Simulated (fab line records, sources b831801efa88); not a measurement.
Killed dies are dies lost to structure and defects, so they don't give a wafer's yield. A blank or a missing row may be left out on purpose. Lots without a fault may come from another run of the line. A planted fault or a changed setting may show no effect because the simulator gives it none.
Which tool did it? | flow sky130 | 24 lots, 72 wafers sampled, at 6 steps of a route of 708

WHAT THE GAUGES READ, wafer by wafer
SKY_SONOS_ONO_THK_MEAS_05.
lot  | measured     | on            | SONOS_ONO_CVD_04_THK (nm)
L074 | day 11 15:13 | film_metro-02 | 5.77 5.87 5.72
L075 | day 11 23:54 | film_metro-02 | 5.65 5.70 5.70
L076 | day 12 08:56 | film_metro-02 | 5.59 5.70 5.71
L077 | day 12 15:57 | film_metro-03 | 5.69 5.60 5.76
L078 | day 12 23:04 | film_metro-01 | 5.79 5.77 5.71
L079 | day 13 08:25 | film_metro-03 | 5.71 5.69 5.56
L080 | day 13 15:25 | film_metro-03 | 5.80 5.83 5.88
L081 | day 14 01:31 | film_metro-01 | 5.66 5.60 5.64
L082 | day 14 05:53 | film_metro-01 | 5.67 5.65 5.78
L083 | day 14 14:17 | film_metro-02 | 5.58 5.54 5.58
L084 | day 15 03:52 | film_metro-03 | 5.74 5.85 5.65
L085 | day 15 07:07 | film_metro-03 | 5.71 5.82 5.77
L086 | day 15 12:55 | film_metro-01 | 5.67 5.72 5.65
L087 | day 15 20:29 | film_metro-03 | 5.50 5.54 5.54
L088 | day 16 01:56 | film_metro-03 | 5.68 5.63 5.66
L089 | day 16 15:46 | film_metro-02 | 5.74 5.68 5.58
L090 | day 16 19:56 | film_metro-03 | 5.69 5.58 5.71
L091 | day 17 15:16 | film_metro-01 | 5.80 5.73 5.87
L092 | day 17 16:38 | film_metro-03 | 5.74 5.66 5.69
L093 | day 17 22:26 | film_metro-02 | 5.97 5.95 5.94
L094 | day 18 08:58 | film_metro-01 | 5.64 5.50 5.58
L095 | day 18 08:58 | film_metro-02 | 5.65 5.69 5.72
L096 | day 18 19:17 | film_metro-02 | 5.77 5.83 5.71
L097 | day 19 00:23 | film_metro-03 | 5.83 5.72 5.81

SKY_VIA2_OVL_MEAS_13.
lot  | measured     | on         | VIA2_OVL (nm)
L074 | day 36 01:29 | overlay-01 | 0 4 -1
L075 | day 36 14:18 | overlay-01 | 3 9 4
L076 | day 36 21:56 | overlay-01 | 2 0 -4
L077 | day 37 02:51 | overlay-02 | -3 -1 -5
L078 | day 37 20:48 | overlay-01 | -9 -7 -7
L079 | day 38 00:33 | overlay-02 | -13 -4 -10
L080 | day 38 04:27 | overlay-01 | 1 6 0
L081 | day 38 16:34 | overlay-02 | -1 -2 2
L082 | day 38 18:23 | overlay-01 | -4 8 0
L083 | day 39 00:04 | overlay-02 | -3 -4 -5
L084 | day 39 16:21 | overlay-02 | 0 2 0
L085 | day 39 17:07 | overlay-01 | 10 -7 -3
L086 | day 40 02:25 | overlay-01 | 0 -2 6
L087 | day 40 05:36 | overlay-01 | -8 -6 -3
L088 | day 40 09:51 | overlay-02 | -1 -3 5
L089 | day 40 17:44 | overlay-01 | -5 5 -3
L090 | day 41 04:03 | overlay-02 | -8 -6 -3
L091 | day 41 17:31 | overlay-01 | -10 -9 -4
L092 | day 42 02:43 | overlay-02 | 12 6 15
L093 | day 42 05:33 | overlay-01 | -3 -1 8
L094 | day 42 07:30 | overlay-01 | -4 -2 -1
L095 | day 42 08:10 | overlay-02 | 1 -4 -6
L096 | day 42 13:55 | overlay-02 | 10 9 10
L097 | day 42 17:40 | overlay-01 | -6 1 -7

SKY_METAL3_CD_MEAS_13: target cd 300 nm.
lot  | measured     | on        | cd_nm (nm)
L074 | day 38 07:47 | cd_sem-01 | 299.1 297.2 297.3
L075 | day 38 20:13 | cd_sem-02 | 298.2 298.5 298.3
L076 | day 39 02:29 | cd_sem-02 | 295.6 295.8 296.0
L077 | day 39 07:42 | cd_sem-02 | 298.6 299.4 300.0
L078 | day 40 00:20 | cd_sem-01 | 299.3 300.7 299.5
L079 | day 40 04:21 | cd_sem-02 | 296.5 296.8 297.4
L080 | day 40 08:07 | cd_sem-02 | 299.1 299.4 301.6
L081 | day 40 20:28 | cd_sem-01 | 300.7 300.3 299.9
L082 | day 40 21:32 | cd_sem-01 | 300.7 299.4 300.0
L083 | day 41 02:25 | cd_sem-01 | 301.6 302.1 303.3
L084 | day 41 17:16 | cd_sem-01 | 299.7 301.4 300.6
L085 | day 41 20:02 | cd_sem-02 | 298.5 299.3 300.0
L086 | day 42 05:06 | cd_sem-01 | 299.3 298.0 297.3
L087 | day 42 08:33 | cd_sem-01 | 301.8 301.6 302.2
L088 | day 42 11:41 | cd_sem-02 | 302.6 302.7 302.9
L089 | day 42 19:25 | cd_sem-01 | 299.7 300.1 300.3
L090 | day 43 06:00 | cd_sem-01 | 301.2 300.0 300.6
L091 | day 43 18:33 | cd_sem-02 | 298.8 300.3 299.3
L092 | day 44 02:57 | cd_sem-01 | 299.8 298.9 300.7
L093 | day 44 06:08 | cd_sem-02 | 296.5 297.3 297.1
L094 | day 44 08:24 | cd_sem-02 | 301.4 299.9 299.8
L095 | day 44 09:03 | cd_sem-01 | 299.7 298.8 299.5
L096 | day 44 13:18 | cd_sem-02 | 299.8 299.5 299.7
L097 | day 44 16:49 | cd_sem-01 | 299.3 299.9 300.3

SKY_VIA4_THK_MEAS_01.
lot  | measured     | on            | VIA4_HDPCVD_THK (nm)
L074 | day 41 14:29 | film_metro-02 | 1724 1718 1732
L075 | day 42 03:04 | film_metro-02 | 1734 1745 1718
L076 | day 42 07:43 | film_metro-02 | 1741 1728 1746
L077 | day 42 14:42 | film_metro-02 | 1720 1720 1713
L078 | day 43 05:31 | film_metro-01 | 1747 1763 1771
L079 | day 43 09:38 | film_metro-01 | 1744 1715 1724
L080 | day 43 13:04 | film_metro-02 | 1763 1749 1757
L081 | day 43 23:45 | film_metro-01 | 1759 1759 1761
L082 | day 44 01:12 | film_metro-02 | 1732 1765 1755
L083 | day 44 07:17 | film_metro-03 | 1747 1773 1746
L084 | day 44 19:22 | film_metro-02 | 1749 1739 1754
L085 | day 44 21:43 | film_metro-01 | 1752 1754 1765
L086 | day 45 07:25 | film_metro-01 | 1760 1739 1771
L087 | day 45 09:42 | film_metro-03 | 1751 1749 1731
L088 | day 45 12:01 | film_metro-01 | 1757 1767 1768
L089 | day 45 19:13 | film_metro-02 | 1766 1742 1758
L090 | day 46 05:01 | film_metro-02 | 1763 1775 1738
L091 | day 46 15:12 | film_metro-01 | 1754 1729 1753
L092 | day 46 23:23 | film_metro-02 | 1734 1741 1743
L093 | day 47 02:42 | film_metro-03 | 1745 1755 1764
L094 | day 47 04:52 | film_metro-02 | 1733 1736 1748
L095 | day 47 06:01 | film_metro-01 | 1742 1759 1738
L096 | day 47 09:19 | film_metro-03 | 1735 1763 1792
L097 | day 47 12:26 | film_metro-03 | 1754 1740 1716

SKY_PAD_OPEN_BOW_MEAS_13.
lot  | measured     | on            | PAD_OPEN_BOW (um)
L074 | day 45 14:53 | film_metro-04 | 48 51 52
L075 | day 46 02:29 | film_metro-01 | 48 57 62
L076 | day 46 05:38 | film_metro-04 | 58 54 53
L077 | day 46 12:48 | film_metro-01 | 57 70 49
L078 | day 47 00:35 | film_metro-03 | 51 47 60
L079 | day 47 04:48 | film_metro-03 | 53 43 41
L080 | day 47 08:46 | film_metro-01 | 46 50 40
L081 | day 47 15:29 | film_metro-01 | 48 38 46
L082 | day 47 17:00 | film_metro-01 | 31 39 34
L083 | day 47 22:31 | film_metro-04 | 40 50 44
L084 | day 48 09:19 | film_metro-04 | 50 51 51
L085 | day 48 11:25 | film_metro-04 | 43 34 31
L086 | day 48 20:42 | film_metro-04 | 50 45 48
L087 | day 48 21:40 | film_metro-01 | 47 50 46
L088 | day 48 23:56 | film_metro-01 | 49 52 52
L089 | day 49 06:35 | film_metro-01 | 53 44 58
L090 | day 49 13:52 | film_metro-01 | 60 61 55
L091 | day 49 23:38 | film_metro-01 | 57 44 58
L092 | day 50 06:20 | film_metro-03 | 43 36 44
L093 | day 50 07:59 | film_metro-01 | 65 61 56
L094 | day 50 09:33 | film_metro-01 | 49 44 52
L095 | day 50 11:03 | film_metro-01 | 50 56 41
L096 | day 50 13:32 | film_metro-01 | 51 55 49
L097 | day 50 16:56 | film_metro-03 | 57 31 47

WHICH TOOL RAN EACH LOT (tool, then ch and the chambers of the sampled wafers, then the start)
lot  | SKY_VIA2_CVD_21
L074 | cvd_w-01 ch 0, day 36 02:21
L075 | cvd_w-02 ch 0,1, day 36 15:08
L076 | cvd_w-02 ch 0,1, day 36 22:46
L077 | cvd_w-01 ch 0,1, day 37 03:39
L078 | cvd_w-01 ch 0,1, day 37 21:37
L079 | cvd_w-02 ch 0,1, day 38 01:31
L080 | cvd_w-01 ch 0,1, day 38 05:25
L081 | cvd_w-02 ch 0,1, day 38 17:25
L082 | cvd_w-02 ch 0,1, day 38 19:13
L083 | cvd_w-02 ch 0,1, day 39 01:02
L084 | cvd_w-01 ch 0, day 39 17:08
L085 | cvd_w-02 ch 0,1, day 39 17:55
L086 | cvd_w-02 ch 0, day 40 03:13
L087 | cvd_w-02 ch 0,1, day 40 06:28
L088 | cvd_w-02 ch 0,1, day 40 10:41
L089 | cvd_w-01 ch 0,1, day 40 18:35
L090 | cvd_w-02 ch 0,1, day 41 04:56
L091 | cvd_w-02 ch 0,1, day 41 18:19
L092 | cvd_w-01 ch 0,1, day 42 03:31
L093 | cvd_w-01 ch 0,1, day 42 06:23
L094 | cvd_w-01 ch 0,1, day 42 08:17
L095 | cvd_w-02 ch 0,1, day 42 09:00
L096 | cvd_w-02 ch 0,1, day 42 14:43
L097 | cvd_w-02 ch 0,1, day 42 18:28
- SKY_VIA2_CVD_21: deposits W, target thk 420 nm, time 126.4 s.

WHAT THE TOOLS THEMSELVES READ (means of the sampled wafers that have a number; where no wafer has one, the mark that the record gives instead)
SKY_VIA2_CVD_21.
lot  | tool     | chamber_pressure_Torr (Torr) | heater_power_w (W)
L074 | cvd_w-01 | 40.06                        | 800
L075 | cvd_w-02 | 40.05                        | 924
L076 | cvd_w-02 | 40.01                        | 907
L077 | cvd_w-01 | 39.99                        | 888
L078 | cvd_w-01 | 39.94                        | 832
L079 | cvd_w-02 | 39.97                        | 889
L080 | cvd_w-01 | 40.01                        | 900
L081 | cvd_w-02 | 39.97                        | 867
L082 | cvd_w-02 | 39.89                        | 868
L083 | cvd_w-02 | 40.13                        | 892
L084 | cvd_w-01 | 39.88                        | 756
L085 | cvd_w-02 | 39.93                        | 880
L086 | cvd_w-02 | 40.03                        | 952
L087 | cvd_w-02 | 39.97                        | 924
L088 | cvd_w-02 | 39.88                        | 912
L089 | cvd_w-01 | 39.96                        | 794
L090 | cvd_w-02 | 40.02                        | 865
L091 | cvd_w-02 | 40.03                        | 920
L092 | cvd_w-01 | 39.98                        | 836
L093 | cvd_w-01 | 40.01                        | 841
L094 | cvd_w-01 | 40.10                        | 838
L095 | cvd_w-02 | 39.98                        | 915
L096 | cvd_w-02 | 39.97                        | 916
L097 | cvd_w-02 | 40.00                        | 876

THE ANSWER, worked out from the rows above alone
Rule: what is usual is taken from the lots themselves. Put in order of their means at a reading, lots are off if they are a third of the lots or fewer, leave a main group of 4 or more, and stand apart from it by a gap of 3 or more times the standard deviation of the main group's means; of several such gaps the widest counts. A main group whose means are all the same, to the digits that the tables above print for the reading, isn't used. A lot without any number at a reading at which 4 lots or more have one is off too. The other lots that the step has rows for count as sound. The gauges are gone through in route order, then the tools' own readings, and for those a lot's mean is taken as printed above. The first step at which some lot is off is used, and at that step the reading that is off furthest; a lot without a number counts as furthest.
No lot is off at any reading shown: from this, nothing can be told.

WHAT THE SIMULATOR HAD PUT IN
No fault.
